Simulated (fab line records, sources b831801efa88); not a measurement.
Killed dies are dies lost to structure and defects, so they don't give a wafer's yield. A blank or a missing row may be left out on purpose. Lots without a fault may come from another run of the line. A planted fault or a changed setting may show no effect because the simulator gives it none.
fab line records | flow sky130
record lots=4 wafers=12 last_day=49
route steps=708 shown LI_CONTACT@376 LOCAL_INTERCONNECT@387 PAD_OPEN@708
lots that met no fault: from a run of the same line without faults
start_h: hours from the record's first day to the start of the lot's first wafer shown | wait_h: hours since the lot's step before | " the same as in the row above | L1.1+2: a row that stands for several wafers | - no value, or no start given | * or withheld: withheld | < > ~ a bound
route shown NAME@n: a module of which the file shows steps, and the number in the route of the first | usual: mean/standard deviation of fault-free wafers | same: alike in all rows | chamber/n: place in a boat | sites: the reading at each site | _std_site: their standard deviation | _edge_site: outer sites' mean less inner sites' | radius_mm: how far each site lies from the wafer's centre | mask NAME#n: copy n | behind: the tool/chamber that last shaped the wafer | hold: why the lot was held/for how many hours/how that ended | device: the transistor (n, p or np) that didn't switch | end of line: the same wafers' tests at the end of the route | a step without rows: its recipe alone | killed: dies lost to structure and defects at the first sort, not the wafer's yield | map: a wafer's dies, x killed, . not, _ none there
set.NAME: the setting as run; set.NAME@STEP: as run at that earlier step | model.NAME: the simulator's own value behind a step, which no gauge read
lots at some steps of the route; a table a step, a row a wafer
services: from which hour (start_h, from the record's first day; less than 0 if before it) a tool's chamber was out of use, for how many hours, and why
## steps
# step SKY_LI_CONTACT_ETCH_14
# recipe chemistry=N2/H2 target=BARC ion_energy_ev=200 source_w=500 bias_w=100 pressure_mtorr=30 n2_flow_sccm=100 h2_flow_sccm=200 stop_on=SiO2 time_s=45.9 target_depth_a=600
# step SKY_LI_CONTACT_ETCH_15
# recipe target=PSG chemistry=C4F8/O2/Ar stop_on=Si taper_deg=4.15 mask_material=KrF-thick source_w=1500 bias_w=1200 pressure_mtorr=40 c4f8_flow_sccm=withheld O2_flow_sccm=6 Ar_flow_sccm=300 time_s=withheld target_depth_a=6000
# step SKY_LI_CONTACT_STRIP_16
# recipe chemistry=O2/N2 power_w=1400 pressure_mtorr=1500 platen_temp_c=withheld o2_flow_sccm=3000 n2_flow_sccm=300 overash_fraction=0.5
# step SKY_LI_CONTACT_CLEAN_17
# recipe chemistry=NMP time_s=600 temp_c=60 dry=n2_spin
# step SKY_LI_CONTACT_PRE_CLEAN_18
# recipe gas=Ar time_s=5.6 bias_v=358
# step SKY_LI_CONTACT_SPUTTER_19
# recipe material=Ti target_thk_nm=20 chamber_pressure_pa=4.826 power_w=2500 substrate_temp_c=200 time_s=106.37
# step SKY_LI_CONTACT_SPUTTER_20
# recipe material=TiN target_thk_nm=20 chamber_pressure_pa=5 power_w=4000 time_s=80
# step SKY_LI_CONTACT_CVD_21
# recipe material=W target_thk_nm=400 time_s=120.56 temp_c=400 pressure_torr=40
# step SKY_LI_CONTACT_CMP_24
# recipe stop_on=PSG t_overpolish_s=20 down_force_psi=3.5 platen_rpm=60 target_thk_nm=0 pad_velocity_m_s=0.94248
# step SKY_LOCAL_INTERCONNECT_SPUTTER_00
# recipe material=TiN target_thk_nm=100 temp_c=300 power_w=6500 time_s=83.3 chamber_pressure_pa=0.4
# usual cathode_dc_power_W=6500.0/1.1 substrate_temp_c=299.99/0.19 throttle_valve_pct=30.2/0.91
# columns lot.wafer tool chamber start_h wait_h cathode_dc_power_W substrate_temp_c throttle_valve_pct model.TiN_of_LOCAL_INTERCONNECT_SPUTTER_00.thk_nm
L658.2 pvd_sputter-04 - 760.36 0.1 6500.2 299.73 30.3 102.5
L658.5 " - " " 6499.6 300.07 30.3 102.9
L658.6 " - " " 6498.1 299.97 30.4 100.6
L662.1 pvd_sputter-04 - 790.64 0.2 6761.8 300.00 30.2 105.4
L662.2 " - " " 6760.8 300.06 30.4 102.8
L662.4 " - " " 6762.8 299.73 28.9 105.7
L664.1 pvd_sputter-03 - 805.55 0.1 6500.6 299.99 29.9 98.49
L664.4 " - " " 6499.9 299.82 32.0 97.82
L664.6 " - " " 6497.4 299.88 30.0 98.86
L665.1 pvd_sputter-04 - 816.29 0.1 6761.3 300.34 29.1 105.5
L665.2 " - " " 6762.3 300.37 30.4 106.4
L665.3 " - " " 6762.1 300.01 30.6 104.3
# step SKY_LOCAL_INTERCONNECT_RS_MEAS_01
# recipe thk_meas_gauge=four-point-probe reads=TiN_of_LOCAL_INTERCONNECT_SPUTTER_00
# usual LOCAL_INTERCONNECT_TIN_RS=14.17/0.18
# columns lot.wafer tool chamber start_h wait_h hold LOCAL_INTERCONNECT_TIN_RS[ohm/sq]
L658.2 film_metro-01 - 760.44 0.1 - 13.77
L658.5 " - " " - 13.71
L658.6 " - " " - 14.05
L662.1 film_metro-03 - 790.71 0.0 await_dispo/0.2h/release 13.39
L662.2 " - " " await_dispo/0.2h/release 13.74
L662.4 " - " " await_dispo/0.2h/release 13.38
L662.1 film_metro-03 - 790.99 0.3 - 13.40
L662.2 " - " " - 13.77
L662.4 " - " " - 13.36
L664.1 film_metro-03 - 805.61 0.0 - 14.39
L664.4 " - " " - 14.47
L664.6 " - " " - 14.30
L665.1 film_metro-01 - 816.36 0.0 await_dispo/0.2h/release 13.36
L665.2 " - " " await_dispo/0.2h/release 13.24
L665.3 " - " " await_dispo/0.2h/release 13.55
L665.1 film_metro-01 - 816.79 0.4 - 13.35
L665.2 " - " " - 13.25
L665.3 " - " " - 13.52
# step SKY_LOCAL_INTERCONNECT_THK_MEAS_02
# recipe thk_meas_gauge=xrf reads=TiN_of_LOCAL_INTERCONNECT_SPUTTER_00
# usual LOCAL_INTERCONNECT_TIN_THK=98.9/1.3
# columns lot.wafer tool chamber start_h wait_h hold LOCAL_INTERCONNECT_TIN_THK[nm]
L658.2 film_metro-01 - 760.55 0.1 - 101.4
L658.5 " - " " - 101.9
L658.6 " - " " - 99.6
L662.1 film_metro-03 - 792.65 1.6 await_dispo/0.2h/release 104.1
L662.2 " - " " await_dispo/0.2h/release 101.2
L662.4 " - " " await_dispo/0.2h/release 104.3
L662.1 film_metro-03 - 792.96 0.3 - 103.8
L662.2 " - " " - 101.7
L662.4 " - " " - 104.8
L664.1 film_metro-03 - 805.73 0.1 - 97.6
L664.4 " - " " - 96.5
L664.6 " - " " - 97.4
L665.1 film_metro-01 - 820.26 3.5 await_dispo/0.2h/release 104.9
L665.2 " - " " await_dispo/0.2h/release 106.2
L665.3 " - " " await_dispo/0.2h/release 104.0
L665.1 film_metro-01 - 820.49 0.2 - 105.3
L665.2 " - " " - 105.9
L665.3 " - " " - 103.7
# step SKY_LOCAL_INTERCONNECT_HMDS_04
# recipe prime_time_s=60 prime_temp_c=120
# step SKY_LOCAL_INTERCONNECT_COAT_05
# recipe resist=BARC temp_c=withheld time_s=withheld spin_rpm=3000 resist_thk_nm=60
# step SKY_LOCAL_INTERCONNECT_COAT_06
# recipe resist=KrF-thick spin_rpm=3000 resist_thk_nm=450
# step SKY_LOCAL_INTERCONNECT_SOFTBAKE_07
# recipe temp_c=100 time_s=90 resist=KrF-thick
# step SKY_LOCAL_INTERCONNECT_EXPOSE_08
# recipe mask_id=LI1M na=0.8 source_shape=annular sigma_inner=0.55 sigma_outer=0.85 target_cd_nm=170 dose_mj=28
# step SKY_LOCAL_INTERCONNECT_PEB_09
# recipe peb_temp_c=withheld peb_time_s=withheld resist=KrF-thick
# step SKY_LOCAL_INTERCONNECT_DEVELOP_10
# recipe develop_time_s=60 resist=KrF-thick dev_temp_c=21
# step SKY_LOCAL_INTERCONNECT_ETCH_13
# recipe chemistry=N2/H2 target=BARC ion_energy_ev=200 bias_w=100 pressure_mtorr=30 n2_flow_sccm=100 h2_flow_sccm=200 icp_w=500 stop_on=SiO2 time_s=45.9 target_depth_a=600
# step SKY_LOCAL_INTERCONNECT_METAL_ETCH_14
# recipe target_depth_nm=110 stop_on=PSG chemistry=Cl2/BCl3 target=TiN resist_sidewall_deg=88 pressure_mtorr=10 icp_w=900 bias_w=48.5 Cl2_flow_sccm=60 bcl3_flow_sccm=30 time_s=31.4
# usual chamber_pressure_mTorr=10.001/0.0093 drypump_motor_current_A=5.5/0.35 oes_product_au=0.940/0.0081 throttle_valve_pct=21.902/0.0092
# columns lot.wafer tool chamber start_h wait_h chamber_pressure_mTorr drypump_motor_current_A oes_product_au rf_hours_counter_h throttle_valve_pct model.etch.depth_nm model.LOCAL_INTERCONNECT.feature_depth_nm
L658.2 rie_metal-03 1 787.21 0.0 9.983 5.2 0.951 5 21.899 102.5 102.5
L658.5 " 1 " " 9.982 5.2 0.957 - 21.892 102.9 102.9
L658.6 " 0 " " 9.993 5.6 0.945 - 21.912 100.6 100.6
L662.1 rie_metal-02 0 818.10 0.0 9.987 5.9 0.966 12 21.879 105.4 105.4
L662.2 " 1 " " 9.992 5.3 0.952 4 21.902 102.8 102.8
L662.4 " 0 " " 10.002 6.0 0.973 - 21.869 105.7 105.7
L664.1 rie_metal-02 1 832.68 0.0 9.985 5.3 0.934 5 21.906 98.49 98.49
L664.4 " 0 " " 9.986 6.0 0.930 - 21.901 97.82 97.82
L664.6 " 0 " " 10.011 6.0 0.936 - 21.916 98.86 98.86
L665.1 rie_metal-04 0 842.75 0.0 10.003 5.0 0.964 10 21.879 105.5 105.5
L665.2 " 1 " " 10.001 5.6 0.973 12 21.882 106.4 106.4
L665.3 " 1 " " 10.005 5.6 0.968 - 21.883 104.3 104.3
# step SKY_LOCAL_INTERCONNECT_STRIP_15
# recipe chemistry=O2/N2 power_w=1400 pressure_mtorr=1500 platen_temp_c=withheld o2_flow_sccm=3000 n2_flow_sccm=300 overash_fraction=0.5
# step SKY_LOCAL_INTERCONNECT_STRIP_16
# recipe chemistry=post_etch_residue_remover time_s=1200 temp_c=72.5
# columns lot.wafer tool chamber start_h wait_h model.TiN_of_LOCAL_INTERCONNECT_SPUTTER_00.thk_nm
L658.2 wet_bench-02 3 787.36 0.1 102.1
L658.5 " 3 " " 102.5
L658.6 " 3 " " 100.2
L662.1 wet_bench-02 3 818.25 0.1 105
L662.2 " 3 " " 102.4
L662.4 " 3 " " 105.3
L664.1 wet_bench-02 3 832.84 0.1 98.07
L664.4 " 3 " " 97.39
L664.6 " 3 " " 98.44
L665.1 wet_bench-04 0 842.90 0.1 105.1
L665.2 " 0 " " 106
L665.3 " 0 " " 103.9
# step SKY_LOCAL_INTERCONNECT_CLEAN_17
# recipe chemistry=IPA time_s=180 temp_c=25
# step SKY_PAD_OPEN_PROBE_99
# usual killed_at_M0_to_M3=42/7.2 killed_at_M4_up=3.4/2.1 killed_at_contacts=24/5.4 killed_at_front_end=15/4 killed_at_other=0.3/0.53 killed_dies=85/8.8 killed_open=47/6.7 killed_short=38/6.5
# same gross_dies=492 killed_at_back_side=0
# columns lot.wafer tool chamber start_h wait_h killed_at_M0_to_M3 killed_at_M4_up killed_at_contacts killed_at_front_end killed_at_other killed_dies killed_open killed_short model.etest.res_li.line_ohm_um model.etest.res_li.rs_ohm_sq
L658.2 prober-02 - 1138.25 0.1 55 3 18 11 0 87 45 42 72.13 12.44
L658.5 prober-02 - 1138.40 0.2 38 5 19 14 0 76 34 42 71.6 12.5
L658.6 prober-02 - 1138.45 0.2 42 4 37 13 1 97 47 50 74.45 12.69
L662.1 prober-02 - 1161.16 0.1 40 2 27 15 0 84 50 31 71.62 12.05
L662.2 prober-02 - 1161.21 0.1 36 0 21 12 1 70 31 38 73.62 12.38
L662.4 prober-02 - 1161.31 0.2 36 7 23 17 0 83 42 39 70.74 12.11
L664.1 prober-02 - 1168.66 0.1 38 4 22 22 1 87 54 33 76.04 12.96
L664.4 prober-02 - 1168.81 0.2 39 4 19 17 1 80 39 39 75.86 13.09
L664.6 prober-02 - 1168.91 0.2 37 1 27 12 0 77 37 40 75.93 12.86
L665.1 prober-01 - 1176.48 0.1 50 6 16 23 0 95 53 41 71 12.1
L665.2 prober-01 - 1176.53 0.1 48 3 22 18 0 91 53 36 69.85 11.96
L665.3 prober-01 - 1176.58 0.2 35 8 18 20 0 81 52 29 72.08 12.17
# killed by level:class
L658.2 VIA1:geometric_particle:open=16 VIA1:geometric_particle:short=8 CONTACT:geometric_particle:open=7 FIELD_ISO:geometric_particle:short=6 METAL1:geometric_particle:short=6 METAL2:geometric_particle:short=5 VIA3:geometric_particle:open=5 LI_CONTACT:geometric_particle:open=4
L658.5 METAL1:geometric_particle:short=9 VIA1:geometric_particle:open=9 CONTACT:geometric_particle:open=7 VIA1:geometric_particle:short=6 POLY_GATE:geometric_particle:open=5 VIA3:geometric_particle:open=5 FIELD_ISO:geometric_particle:short=4 POLY_GATE:geometric_particle:short=4
L658.6 CONTACT:geometric_particle:open=13 VIA1:geometric_particle:open=9 VIA3:geometric_particle:open=7 CONTACT:geometric_particle:short=6 LI_CONTACT:geometric_particle:open=6 VIA1:geometric_particle:short=6 POLY_GATE:geometric_particle:short=5 LI_CONTACT:geometric_particle:short=5
L662.1 VIA1:geometric_particle:open=14 CONTACT:geometric_particle:open=11 LI_CONTACT:geometric_particle:open=8 METAL1:geometric_particle:short=6 VIA1:geometric_particle:short=5 SPACER:geometric_particle:short=4 FIELD_ISO:geometric_particle:open=3 POLY_GATE:geometric_particle:short=3
L662.2 CONTACT:geometric_particle:open=8 CONTACT:geometric_particle:short=6 METAL1:geometric_particle:short=5 VIA1:geometric_particle:open=5 VIA2:geometric_particle:open=5 VIA2:geometric_particle:short=4 LI_CONTACT:geometric_particle:open=4 VIA1:geometric_particle:short=4
L662.4 VIA1:geometric_particle:open=10 VIA3:geometric_particle:open=8 CONTACT:geometric_particle:open=6 METAL4:geometric_particle:short=6 FIELD_ISO:geometric_particle:short=5 CONTACT:geometric_particle:short=5 METAL1:geometric_particle:short=4 LI_CONTACT:geometric_particle:open=4
L664.1 CONTACT:geometric_particle:open=15 VIA1:geometric_particle:open=9 VIA3:geometric_particle:open=8 VIA2:geometric_particle:open=6 FIELD_ISO:geometric_particle:open=5 METAL1:geometric_particle:short=5 FIELD_ISO:geometric_particle:short=4 POLY_GATE:geometric_particle:short=4
L664.4 METAL3:geometric_particle:short=7 CONTACT:geometric_particle:short=7 VIA1:geometric_particle:open=7 VIA2:geometric_particle:open=7 CONTACT:geometric_particle:open=6 METAL2:geometric_particle:short=5 FIELD_ISO:geometric_particle:open=4 POLY_GATE:geometric_particle:open=4
L664.6 VIA1:geometric_particle:open=10 CONTACT:geometric_particle:short=8 CONTACT:geometric_particle:open=8 METAL2:geometric_particle:short=6 METAL1:geometric_particle:short=6 LI_CONTACT:geometric_particle:open=5 LOCAL_INTERCONNECT:geometric_particle:short=5 VIA2:geometric_particle:open=5
L665.1 VIA2:geometric_particle:open=8 FIELD_ISO:geometric_particle:open=7 METAL2:geometric_particle:short=7 VIA1:geometric_particle:open=7 POLY_GATE:geometric_particle:open=6 VIA3:geometric_particle:open=6 CONTACT:geometric_particle:open=5 VIA3:geometric_particle:short=5
L665.2 VIA1:geometric_particle:open=15 METAL1:geometric_particle:short=10 VIA3:geometric_particle:open=9 LI_CONTACT:geometric_particle:open=8 FIELD_ISO:geometric_particle:open=6 CONTACT:geometric_particle:short=5 POLY_GATE:geometric_particle:open=4 CONTACT:geometric_particle:open=4
L665.3 LI_CONTACT:geometric_particle:open=9 VIA1:geometric_particle:open=8 VIA3:geometric_particle:open=8 POLY_GATE:geometric_particle:open=6 METAL2:geometric_particle:short=5 METAL4:geometric_particle:short=5 VIA2:geometric_particle:open=5 METAL3:geometric_particle:short=5
## services
# columns tool chamber start_h hours kind
pvd_sputter-03 2 741.59 - consumable_replace:kit
pvd_sputter-03 2 741.59 18.0 scheduled_down
pvd_sputter-03 2 741.59 18.0 vent_cycle
rie_metal-03 - 744.73 28.1 pm
pvd_sputter-04 1 794.45 - consumable_replace:kit
pvd_sputter-04 1 794.45 18.0 scheduled_down
pvd_sputter-04 1 794.45 18.0 vent_cycle
rie_metal-03 0 798.82 2.8 repair
rie_metal-03 0 802.05 - clean
rie_metal-03 0 802.05 20.6 scheduled_down
rie_metal-03 0 802.05 20.6 vent_cycle
rie_metal-04 - 821.12 2.8 pm
pvd_sputter-04 - 839.28 0.5 repair
## key
first_sign step=SKY_LOCAL_INTERCONNECT_SPUTTER_00 reading=cathode_dc_power_W direction=up sigmas=99+ usual=6500.0 struck=6761.9
effect step=SKY_LOCAL_INTERCONNECT_RS_MEAS_01 reading=visit direction=added
effect step=SKY_LOCAL_INTERCONNECT_THK_MEAS_02 reading=visit direction=added
effect step=SKY_LOCAL_INTERCONNECT_METAL_ETCH_14 reading=oes_product_au direction=up sigmas=3.2 usual=0.940 struck=0.966
model_effect step=SKY_LOCAL_INTERCONNECT_SPUTTER_00 value=TiN_of_LOCAL_INTERCONNECT_SPUTTER_00.thk_nm without=101 struck=105
model_effect step=SKY_LOCAL_INTERCONNECT_METAL_ETCH_14 value=etch.depth_nm without=101 struck=105
model_effect step=SKY_LOCAL_INTERCONNECT_STRIP_16 value=TiN_of_LOCAL_INTERCONNECT_SPUTTER_00.thk_nm without=100.6 struck=104.6
model_effect step=SKY_PAD_OPEN_PROBE_99 value=etest.res_li.line_ohm_um without=74.33 struck=71.48
met_at SKY_LOCAL_INTERCONNECT_SPUTTER_00
struck_wafers L662.1,L662.2,L662.4,L665.1,L665.2,L665.3
tester_left_out L662,L665
onset_between 760.36 790.64
fault kind=process_parameter_drift tool=pvd_sputter-04 chamber=- onset_h=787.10 steps=SKY_LOCAL_INTERCONNECT_SPUTTER_00 channel=power_w offset=* shape=step end_h=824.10 acts_in=* stated=*
# tester_left_out: of these lots the tester's yield and bins aren't shown, on N5 and GAA mostly nor the transistor test; their killed dies are dies lost to structure and defects alone, not to doping, threshold or leakage, so they don't give the yield
